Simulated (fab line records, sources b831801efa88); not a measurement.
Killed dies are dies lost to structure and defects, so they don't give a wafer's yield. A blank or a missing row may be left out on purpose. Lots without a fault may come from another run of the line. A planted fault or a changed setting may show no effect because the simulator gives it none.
Which tool did it? | flow gf180mcu | 7 lots, 21 wafers sampled, at 1 step of a route of 602

WHAT THE GAUGES READ, wafer by wafer
GF_POLY_GATE_CD_MEAS_18.
lot  | measured     | on        | cd_nm (nm)
L131 | day 9 21:11  | cd_sem-01 | 282.6 282.5 282.0
L134 | day 10 14:27 | cd_sem-02 | 280.3 280.0 283.2
L138 | day 11 19:44 | cd_sem-02 | 280.4 281.4 281.7
L145 | day 14 06:04 | cd_sem-01 | 282.9 281.6 281.1
L148 | day 15 02:38 | cd_sem-01 | 281.2 277.5 279.9
L150 | day 15 13:05 | cd_sem-02 | 279.0 280.9 281.0
L152 | day 16 04:40 | cd_sem-01 | 279.9 280.5 279.2

WHICH TOOL RAN EACH LOT (tool, then ch and the chambers of the sampled wafers, then the start)
The record holds no process step before these readings.

THE ANSWER, worked out from the rows above alone
Rule: what is usual is taken from the lots themselves. Put in order of their means at a reading, lots are off if they are a third of the lots or fewer, leave a main group of 4 or more, and stand apart from it by a gap of 3 or more times the standard deviation of the main group's means; of several such gaps the widest counts. A main group whose means are all the same, to the digits that the tables above print for the reading, isn't used. A lot without any number at a reading at which 4 lots or more have one is off too. The other lots that the step has rows for count as sound.
No lot is off at any reading shown: from this, nothing can be told.

WHAT THE SIMULATOR HAD PUT IN
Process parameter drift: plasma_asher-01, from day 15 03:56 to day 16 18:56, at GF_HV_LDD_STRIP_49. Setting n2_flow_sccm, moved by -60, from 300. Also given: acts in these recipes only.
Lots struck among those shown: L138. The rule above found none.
